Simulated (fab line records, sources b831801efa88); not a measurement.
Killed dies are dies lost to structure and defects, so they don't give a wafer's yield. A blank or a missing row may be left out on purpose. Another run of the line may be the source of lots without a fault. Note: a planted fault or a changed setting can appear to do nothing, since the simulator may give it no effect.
Problem report in the 8D (eight disciplines) form, filled by code + flow gf180mcu + the parts of the form that need people (team, actions taken, sign-off) are left out

== 1. THE ISSUE ==
A mean of 224.4 nm is read at GF_M1_CD_MEAS_14 for cd nm, taken on 1 wafer of 1 lot, against 230.0 nm (standard deviation 1.1) on wafers free of any fault. That puts it -5.1 standard deviations away from the usual mean.
The step: target cd 230 nm.
First seen on wafer L722.6, day 21 19:47, on cd sem-02. Wafers with a number at this step in the record: 35, from 12 lots. By rule, "out" or "out of limits" means more than 4 standard deviations away from the usual mean. The other wafers with a number count as sound.

== 2. WHAT IT IS AND WHAT IT IS NOT ==
| question                    | is                | is not                                                                                             |
|-----------------------------|-------------------|----------------------------------------------------------------------------------------------------|
| which readings at this step | cd nm             | -                                                                                                  |
| which lots                  | L722              | L711, L712, L713, L715, L718, L729, L730, L731, L732, L733, L734                                   |
| which wafers of those lots  | L722.6            | L722.4                                                                                             |
| read on which gauges        | cd sem-02         | cd sem-01                                                                                          |
| when                        | from day 21 19:47 | up to then (16 sound wafers); but 18 sound wafers of L729, L730, L731, L732, L733, L734 came after |

== 3. SUSPECTS, AND WHAT RULES EACH OUT ==
Counting: any tool at a process step up to the reading remains a suspect provided it ran every lot that is out. Sound lots after the first of them don't rule it out here, since some wafers of a struck lot are sound.
- the gauge at GF_M1_CD_MEAS_14: kept. All the wafers that are out were read on cd sem-02, and no step on other tools shows them out.
- krf scanner-01 at GF_M1_EXPOSE_11 (exposes mask Metal1, target cd 230 nm): kept. The lot that is out, L722, ran on it at day 21 07:31; the last sound lot it ran before that was L718, at day 19 21:01.
The count leaves cd sem-02 at GF_M1_CD_MEAS_14 and krf scanner-01 at GF_M1_EXPOSE_11.

== 4. THE CAUSE (what the simulator had put in) ==
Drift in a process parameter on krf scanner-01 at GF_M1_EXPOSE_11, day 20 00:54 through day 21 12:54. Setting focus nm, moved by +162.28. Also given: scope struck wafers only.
Of the 2 suspects that counting leaves, this tool is one.

== 5. THE EFFECT CHAIN, in route order ==
One row per reading whose mean, taken over the struck wafers that have a number, lies over 3 standard deviations from the usual. Only readings for which the record gives a usual standard deviation are gone through. hours: the time from each lot's start at the first step in this table that gives one to its start at this step, as a median over the lots. sigmas: the change in usual standard deviations.
| hours | step                    | reading            | usual    | on struck wafers | change | sigmas |
|-------|-------------------------|--------------------|----------|------------------|--------|--------|
| 0     | GF_M1_CD_MEAS_14        | cd nm              | 230.0 nm | 224.4            | -5.6   | -5.1   |
| 263   | GF_PASSIVATION_PROBE_99 | killed at contacts | 6.0      | 16.0             | +10.0  | +3.6   |
Process steps it contains:
- GF_PASSIVATION_PROBE_99

== 6. WHAT WOULD HAVE CAUGHT IT SOONER ==
The first out-of-limits reading at a measuring or inspecting step in this record came at day 21 19:47, 43 hours after the fault's start at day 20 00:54.
The start of GF_M1_EXPOSE_11 on krf scanner-01 came by day 21 19:47 for every one of the lots that are out (1). Had the tool been put on hold then, not one of them would have been saved.
